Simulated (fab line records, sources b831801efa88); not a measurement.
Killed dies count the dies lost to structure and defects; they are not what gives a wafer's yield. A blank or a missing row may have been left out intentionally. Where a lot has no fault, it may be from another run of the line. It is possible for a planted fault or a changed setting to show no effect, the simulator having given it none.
fab line records	flow sky130
record lots=6	wafers=18	last-day=48
route steps=708 shown VIA1@462 PAD_OPEN@708
lots with no fault: from the same line, run without faults
start-h: hours from the record's first day to the start of the lot's first wafer shown	wait-h: hours from the lot's prior step to this one	" same as the row above	L1.1+2: several wafers, shown together as one row	- either no value or no given start	* or withheld: withheld	< > ~ a bound
route shown NAME@n: a module of which the file shows steps, and the number in the route of the first	usual: mean/standard deviation taken from wafers without a fault	same: alike in all rows	chamber/n: place in a boat	sites: per-site readings	_std_site: their standard deviation	_edge_site: inner sites' mean taken away from outer sites' mean	radius-mm: for every site, how far away it sits from the centre of the wafer	mask NAME#n: copy n	behind: the most recent tool/chamber to have shaped the wafer	hold: what put the lot on hold/how long, in hours/how the hold closed	device: transistor that didn't switch, given as n, p or np	end of line: tests of these same wafers at the route's end	a step given without rows: its recipe and nothing more	killed: dies lost to structure and defects at the first sort, not the wafer's yield	map: shows each die of a wafer: x if killed, . if not, _ if none is there
set.NAME: setting as actually run; set.NAME@STEP: the setting as run at that earlier step	model.NAME: the simulator's own value behind a step, which no gauge read
a table for each step, a row for each wafer; lots at some steps of the route
services: when a tool's chamber went out of use (start-h, in hours from the record's first day, below 0 if earlier), for how many hours, and the reason
## steps
# step SKY_VIA1_DEHYDRATE_04
# recipe temp-c=200	time-s=60
# step SKY_VIA1_HMDS_05
# recipe prime-time-s=60	prime-temp-c=120
# step SKY_VIA1_COAT_06
# recipe resist=BARC	temp-c=withheld	time-s=withheld	spin-rpm=3000	resist-thk-nm=60
# step SKY_VIA1_COAT_07
# recipe resist=KrF-thick	spin-rpm=3000	resist-thk-nm=450
# step SKY_VIA1_SOFTBAKE_08
# recipe temp-c=100	time-s=87.2	resist=KrF-thick
# step SKY_VIA1_EXPOSE_09
# recipe mask-id=VIM	na=0.8	source-shape=annular	sigma-inner=0.55	sigma-outer=0.85	target-cd-nm=150	dose-mj=38
# step SKY_VIA1_PEB_10
# recipe peb-temp-c=withheld	peb-time-s=withheld	resist=KrF-thick
# step SKY_VIA1_DEVELOP_11
# recipe develop-time-s=60	resist=KrF-thick	dev-temp-c=21
# step SKY_VIA1_CD_MEAS_12
# recipe target-cd-nm=150
# usual cd-nm=149.7/1.7
lot.wafer	tool	chamber	start-h	wait-h	cd-nm
L878.1	cd-sem-01	-	804.26	-	149.7
L878.4	"	-	"	"	147.6
L878.6	"	-	"	"	149.0
L879.2	cd-sem-02	-	815.97	-	151.2
L879.3	"	-	"	"	151.7
L879.6	"	-	"	"	151.2
L880.3	cd-sem-01	-	819.52	-	147.6
L880.4	"	-	"	"	148.6
L880.6	"	-	"	"	149.3
L881.3	cd-sem-02	-	845.12	-	148.5
L881.4	"	-	"	"	149.4
L881.5	"	-	"	"	149.3
L882.1	cd-sem-01	-	848.45	-	151.2
L882.4	"	-	"	"	151.6
L882.5	"	-	"	"	152.0
L887.4	cd-sem-01	-	899.12	-	147.2
L887.5	"	-	"	"	147.8
L887.6	"	-	"	"	146.9
# step SKY_VIA1_OVL_MEAS_13
# usual VIA1_OVL=0/6.6
lot.wafer	tool	chamber	start-h	wait-h	VIA1_OVL[nm]
L878.1	overlay-02	-	804.38	0.1	-10
L878.4	"	-	"	"	-2
L878.6	"	-	"	"	-2
L879.2	overlay-01	-	816.08	0.1	8
L879.3	"	-	"	"	-3
L879.6	"	-	"	"	13
L880.3	overlay-02	-	819.61	0.1	-8
L880.4	"	-	"	"	4
L880.6	"	-	"	"	9
L881.3	overlay-01	-	845.21	0.1	0
L881.4	"	-	"	"	1
L881.5	"	-	"	"	-7
L882.1	overlay-01	-	848.57	0.1	-11
L882.4	"	-	"	"	1
L882.5	"	-	"	"	-15
L887.4	overlay-01	-	899.20	0.1	-4
L887.5	"	-	"	"	12
L887.6	"	-	"	"	-1
# step SKY_VIA1_ETCH_14
# recipe chemistry=N2/H2	target=BARC	ion-energy-ev=200	source-w=500	bias-w=100	pressure-mtorr=30	n2-flow-sccm=100	h2-flow-sccm=200	stop-on=SiO2	time-s=45.9	target-depth-a=600
# usual drypump-motor-current-A=5.7/0.41	oes-product-au=0.854/0.0046	throttle-valve-pct=13.224/0.0086
lot.wafer	tool	chamber	start-h	wait-h	drypump-motor-current-A	oes-product-au	rf-hours-counter-h	throttle-valve-pct
L878.1	rie-diel-03	2	804.42	0.0	5.1	0.846	7	13.211
L878.4	"	2	"	"	5.1	0.858	-	13.230
L878.6	"	0	"	"	5.9	0.849	-	13.236
L879.2	rie-diel-02	3	816.11	0.0	5.9	0.847	6	13.216
L879.3	"	0	"	"	5.2	0.846	19	13.220
L879.6	"	2	"	"	5.5	0.859	-	13.231
L880.3	rie-diel-04	3	819.64	0.0	6.4	0.849	2	13.219
L880.4	"	2	"	"	6.0	0.857	13	13.224
L880.6	"	1	"	"	5.6	0.859	-	13.229
L881.3	rie-diel-04	2	845.24	0.0	6.0	0.853	13	13.222
L881.4	"	3	"	"	6.4	0.854	3	13.218
L881.5	"	0	"	"	5.5	0.852	-	13.206
L882.1	rie-diel-04	3	848.61	0.0	6.4	0.854	3	13.226
L882.4	"	2	"	"	6.0	0.857	13	13.223
L882.5	"	3	"	"	6.4	0.853	-	13.220
L887.4	rie-diel-02	3	899.22	0.0	5.9	0.850	9	13.220
L887.5	"	1	"	"	6.4	0.861	-	13.217
L887.6	"	0	"	"	5.2	0.855	-	13.225
# step SKY_VIA1_ETCH_15
# recipe target=SiO2	chemistry=C4F8/O2/Ar	target-depth-nm=351	stop-on=TiN	mask-material=KrF-thick	source-w=1500	bias-w=1200	pressure-mtorr=40	c4f8-flow-sccm=withheld	O2_flow_sccm=6	Ar_flow_sccm=300	time-s=54
# usual oes-product-au=0.979/0.0067
lot.wafer	tool	chamber	start-h	wait-h	oes-product-au	rf-hours-counter-h
L878.1	rie-diel-03	2	804.46	0.0	0.979	7
L878.4	"	2	"	"	0.975	-
L878.6	"	0	"	"	0.957	-
L879.2	rie-diel-02	3	816.15	0.0	0.981	6
L879.3	"	0	"	"	0.973	19
L879.6	"	2	"	"	0.975	-
L880.3	rie-diel-04	3	819.68	0.0	0.976	2
L880.4	"	2	"	"	0.986	13
L880.6	"	1	"	"	0.981	-
L881.3	rie-diel-04	2	845.28	0.0	0.983	13
L881.4	"	3	"	"	0.978	3
L881.5	"	0	"	"	0.983	-
L882.1	rie-diel-04	3	848.65	0.0	0.972	3
L882.4	"	2	"	"	0.985	13
L882.5	"	3	"	"	0.969	-
L887.4	rie-diel-02	3	899.26	0.0	0.987	9
L887.5	"	1	"	"	0.971	-
L887.6	"	0	"	"	0.978	-
# step SKY_VIA1_STRIP_16
# recipe chemistry=O2/N2	power-w=1400	pressure-mtorr=1500	platen-temp-c=withheld	o2-flow-sccm=3000	n2-flow-sccm=300	overash-fraction=0.5
# usual drypump-motor-current-A=5.75/0.25	o2-flow-sccm=3001/7.8	oes-product-au=0.416/0.0045	strip-time-to-endpoint-s=4.462/0.025
lot.wafer	tool	chamber	start-h	wait-h	drypump-motor-current-A	o2-flow-sccm	oes-product-au	rf-hours-counter-h	strip-time-to-endpoint-s
L878.1	plasma-asher-01	0	804.50	0.0	5.61	2991	0.407	40	4.449
L878.4	"	0	"	"	5.63	2995	0.404	-	4.463
L878.6	"	0	"	"	5.63	3001	0.425	-	4.509
L879.2	plasma-asher-02	1	816.19	0.0	5.50	3006	0.416	60	4.443
L879.3	"	1	"	"	5.51	2999	0.417	-	4.458
L879.6	"	0	"	"	5.65	2999	0.417	-	4.450
L880.3	plasma-asher-02	1	819.76	0.1	5.49	2985	0.413	-	4.487
L880.4	"	0	"	"	5.60	3601	0.415	-	4.400
L880.6	"	0	"	"	5.63	3609	0.415	-	4.408
L881.3	plasma-asher-01	1	845.36	0.1	5.83	3009	0.417	-	4.448
L881.4	"	0	"	"	5.58	2997	0.414	-	4.496
L881.5	"	0	"	"	5.60	2986	0.414	-	4.462
L882.1	plasma-asher-02	0	848.70	0.0	5.63	3604	0.420	64	4.453
L882.4	"	1	"	"	5.49	3007	0.409	-	4.438
L882.5	"	1	"	"	5.49	2988	0.418	-	4.505
L887.4	plasma-asher-04	0	899.34	0.1	6.24	3007	0.417	-	4.473
L887.5	"	0	"	"	6.24	2997	0.420	-	4.514
L887.6	"	1	"	"	5.78	2999	0.418	-	4.513
# step SKY_VIA1_STRIP_17
# recipe chemistry=post-etch-residue-remover	time-s=1200	temp-c=72.5
# step SKY_PAD_OPEN_PROBE_99
# usual defect-limited-yield=82.4/2	killed_at_M0_to_M3=43/7	killed_at_M4_up=3.3/1.8	killed-at-contacts=24/6.2	killed-at-front-end=16/4.7	killed-at-other=0.4/0.58	killed-dies=87/10	killed-open=47/6.4	killed-short=39/7	sort_bin_3_pad_short=0.9/0.35	sort_bin_5_function=10.3/1.5	sort_bin_6_memory=6.4/1.2	sort-n-pass=406/9.9	sort-yield-pct=82.5/2
# same gross-dies=492	killed-at-back-side=0	sort_bin_4_leakage[%]=0	sort_bin_8_speed[%]=0
lot.wafer	tool	chamber	start-h	wait-h	defect-limited-yield[%]	killed_at_M0_to_M3	killed_at_M4_up	killed-at-contacts	killed-at-front-end	killed-at-other	killed-dies	killed-open	killed-short	sort_bin_3_pad_short[%]	sort_bin_5_function[%]	sort_bin_6_memory[%]	sort-n-pass	sort-yield-pct[%]
L878.1	prober-01	-	1085.43	0.1	85.0	36	2	18	18	0	74	47	27	0.2	9.1	5.7	418	85.0
L878.4	prober-01	-	1085.58	0.2	79.9	56	3	23	16	1	99	65	33	0.8	13.6	5.7	393	79.9
L878.6	prober-01	-	1085.68	0.2	81.3	41	6	31	14	0	92	55	37	1.2	10.8	6.7	400	81.3
L879.2	prober-02	-	1091.26	0.1	83.1	41	2	32	8	0	83	46	37	1.0	9.6	6.3	409	83.1
L879.3	prober-02	-	1091.31	0.2	81.7	36	4	36	14	0	90	49	41	1.0	11.6	5.7	402	81.7
L879.6	prober-02	-	1091.46	0.2	78.7	40	6	44	15	0	105	49	56	1.2	12.8	7.3	387	78.7
L880.3	prober-01	-	1100.03	0.2	80.9	39	4	21	30	0	94	49	45	1.4	12.0	5.7	398	80.9
L880.4	prober-01	-	1100.08	0.2	79.9	44	5	18	32	0	99	55	41	1.2	11.2	7.7	393	79.9
L880.6	prober-01	-	1100.18	0.2	80.7	43	6	22	24	0	95	44	51	1.0	11.0	7.3	397	80.7
L881.3	prober-02	-	1114.04	0.2	85.0	31	3	20	20	0	74	43	31	1.0	9.3	4.7	418	85.0
L881.4	prober-02	-	1114.09	0.2	83.7	50	3	20	7	0	80	48	32	1.0	8.1	7.1	412	83.7
L881.5	prober-02	-	1114.14	0.2	81.9	41	3	22	23	0	89	46	43	0.8	10.4	6.9	403	81.9
L882.1	prober-01	-	1121.35	0.1	76.6	58	5	32	19	1	115	46	69	1.6	12.4	9.3	377	76.6
L882.4	prober-01	-	1121.50	0.2	80.3	53	5	31	8	0	97	55	42	0.8	10.8	8.1	395	80.3
L882.5	prober-01	-	1121.55	0.2	80.9	47	7	28	11	1	94	52	42	1.4	10.6	7.1	398	80.9
L887.4	prober-01	-	1159.45	0.2	82.9	40	3	21	19	1	84	51	33	0.4	8.9	7.7	408	82.9
L887.5	prober-01	-	1159.50	0.2	82.7	50	0	23	11	1	85	46	39	1.4	8.3	7.5	407	82.7
L887.6	prober-01	-	1159.55	0.2	83.3	36	3	23	19	1	82	40	42	1.6	9.1	5.9	410	83.3
# killed by level:class
L878.1 CONTACT:geometric-particle:open=9 VIA1:geometric-particle:open=9 VIA1:geometric-particle:short=6 VIA3:geometric-particle:open=5 VIA2:geometric-particle:open=5 FIELD_ISO:geometric-particle:short=4 FIELD_ISO:geometric-particle:open=4 METAL1:geometric-particle:short=4
L878.4 VIA1:geometric-particle:open=19 LI_CONTACT:geometric-particle:open=9 CONTACT:geometric-particle:open=9 METAL1:geometric-particle:short=9 VIA2:geometric-particle:open=7 METAL3:geometric-particle:short=6 POLY_GATE:geometric-particle:open=5 VIA3:geometric-particle:open=4
L878.6 CONTACT:geometric-particle:open=13 VIA1:geometric-particle:open=12 VIA3:geometric-particle:open=9 LI_CONTACT:geometric-particle:open=6 LI_CONTACT:geometric-particle:short=6 POLY_GATE:geometric-particle:short=5 METAL1:geometric-particle:short=5 METAL4:geometric-particle:short=5
L879.2 VIA1:geometric-particle:open=13 CONTACT:geometric-particle:short=8 CONTACT:geometric-particle:open=7 LI_CONTACT:geometric-particle:open=6 VIA1:geometric-particle:short=6 LOCAL_INTERCONNECT:geometric-particle:open=5 METAL1:geometric-particle:short=5 VIA3:geometric-particle:open=5
L879.3 CONTACT:geometric-particle:open=16 VIA1:geometric-particle:open=8 METAL2:geometric-particle:short=8 LOCAL_INTERCONNECT:geometric-particle:short=7 CONTACT:geometric-particle:short=6 VIA3:geometric-particle:open=6 LI_CONTACT:geometric-particle:open=5 METAL1:geometric-particle:short=5
L879.6 CONTACT:geometric-particle:open=13 LI_CONTACT:geometric-particle:short=9 CONTACT:geometric-particle:short=8 VIA1:geometric-particle:open=8 LOCAL_INTERCONNECT:geometric-particle:short=6 METAL3:geometric-particle:short=6 LI_CONTACT:geometric-particle:open=6 METAL1:geometric-particle:short=6
L880.3 FIELD_ISO:geometric-particle:open=13 VIA1:geometric-particle:open=8 VIA1:geometric-particle:short=7 CONTACT:geometric-particle:open=6 FIELD_ISO:geometric-particle:short=5 POLY_GATE:geometric-particle:short=5 POLY_GATE:geometric-particle:open=5 CONTACT:geometric-particle:short=5
L880.4 FIELD_ISO:geometric-particle:open=10 LI_CONTACT:geometric-particle:open=8 METAL2:geometric-particle:short=8 VIA3:geometric-particle:open=7 POLY_GATE:geometric-particle:open=6 CONTACT:geometric-particle:open=6 METAL1:geometric-particle:open=6 POLY_GATE:geometric-particle:short=5
L880.6 VIA1:geometric-particle:open=11 FIELD_ISO:geometric-particle:short=9 LOCAL_INTERCONNECT:geometric-particle:short=8 VIA1:geometric-particle:short=6 METAL2:geometric-particle:short=6 LI_CONTACT:geometric-particle:open=5 POLY_GATE:geometric-particle:short=5 CONTACT:geometric-particle:open=5
L881.3 POLY_GATE:geometric-particle:open=9 LI_CONTACT:geometric-particle:open=8 LOCAL_INTERCONNECT:geometric-particle:short=6 VIA1:geometric-particle:short=6 VIA1:geometric-particle:open=6 VIA2:geometric-particle:open=5 VIA3:geometric-particle:open=5 POLY_GATE:geometric-particle:short=4
L881.4 VIA1:geometric-particle:open=16 CONTACT:geometric-particle:open=9 METAL2:geometric-particle:short=7 VIA2:geometric-particle:open=7 LI_CONTACT:geometric-particle:open=4 METAL1:geometric-particle:short=4 VIA1:geometric-particle:short=4 VIA3:geometric-particle:open=4
L881.5 LI_CONTACT:geometric-particle:open=8 VIA3:geometric-particle:open=8 METAL1:geometric-particle:short=7 FIELD_ISO:geometric-particle:open=6 POLY_GATE:geometric-particle:short=6 CONTACT:geometric-particle:open=6 VIA1:geometric-particle:open=6 FIELD_ISO:geometric-particle:short=5
L882.1 METAL2:geometric-particle:short=10 CONTACT:geometric-particle:open=9 METAL1:geometric-particle:short=9 VIA1:geometric-particle:open=9 LOCAL_INTERCONNECT:geometric-particle:short=8 VIA3:geometric-particle:open=7 CONTACT:geometric-particle:short=6 LI_CONTACT:geometric-particle:open=6
L882.4 LI_CONTACT:geometric-particle:open=11 VIA1:geometric-particle:open=9 CONTACT:geometric-particle:open=9 VIA2:geometric-particle:open=9 VIA1:geometric-particle:short=8 METAL2:geometric-particle:short=5 VIA3:geometric-particle:open=5 CONTACT:geometric-particle:short=4
L882.5 VIA1:geometric-particle:open=12 LI_CONTACT:geometric-particle:open=8 METAL1:geometric-particle:short=8 CONTACT:geometric-particle:open=8 VIA2:geometric-particle:open=8 METAL4:geometric-particle:short=6 VIA1:geometric-particle:short=5 FIELD_ISO:geometric-particle:open=4
L887.4 VIA1:geometric-particle:open=10 CONTACT:geometric-particle:open=8 VIA3:geometric-particle:open=8 LI_CONTACT:geometric-particle:open=6 METAL2:geometric-particle:short=6 VIA2:geometric-particle:open=5 FIELD_ISO:geometric-particle:short=4 FIELD_ISO:geometric-particle:open=4
L887.5 CONTACT:geometric-particle:open=11 VIA3:geometric-particle:open=10 VIA1:geometric-particle:open=9 VIA1:geometric-particle:short=6 FIELD_ISO:geometric-particle:short=5 VIA3:geometric-particle:short=5 LI_CONTACT:geometric-particle:open=4 METAL2:geometric-particle:short=4
L887.6 VIA1:geometric-particle:open=12 FIELD_ISO:geometric-particle:short=8 CONTACT:geometric-particle:open=7 LI_CONTACT:geometric-particle:open=6 POLY_GATE:geometric-particle:short=5 METAL1:geometric-particle:short=5 VIA3:geometric-particle:open=5 LI_CONTACT:geometric-particle:short=4
## services
tool	chamber	start-h	hours	kind
rie-diel-03	0	780.64	-	clean
rie-diel-03	0	780.64	20.1	scheduled-down
rie-diel-03	0	780.64	20.1	vent-cycle
rie-diel-04	-	794.95	2.3	repair
rie-diel-03	1	803.07	5.4	repair
rie-diel-02	1	808.25	-	clean
rie-diel-02	1	808.25	15.7	scheduled-down
rie-diel-02	1	808.25	15.7	vent-cycle
rie-diel-04	3	853.37	7.4	repair
rie-diel-02	0	855.87	4.3	repair
rie-diel-02	1	857.86	3.7	repair
rie-diel-04	0	881.71	4.0	repair
rie-diel-04	3	887.79	5.6	repair
rie-diel-03	0	899.35	15.1	repair
## key
first-sign step=SKY_VIA1_STRIP_16	reading=o2-flow-sccm	direction=up	sigmas=77	usual=3001	struck=3604
effect none on later readings
met-at SKY_VIA1_STRIP_16
struck-wafers L880.4,L880.6,L882.1
onset-between 816.19 819.76
fault kind=process-parameter-drift	tool=plasma-asher-02	chamber=0	onset-h=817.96	steps=SKY_VIA1_STRIP_16	channel=o2-flow-sccm	offset=600	shape=step	end-h=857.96	acts-in=these-recipes-only	stated=3000
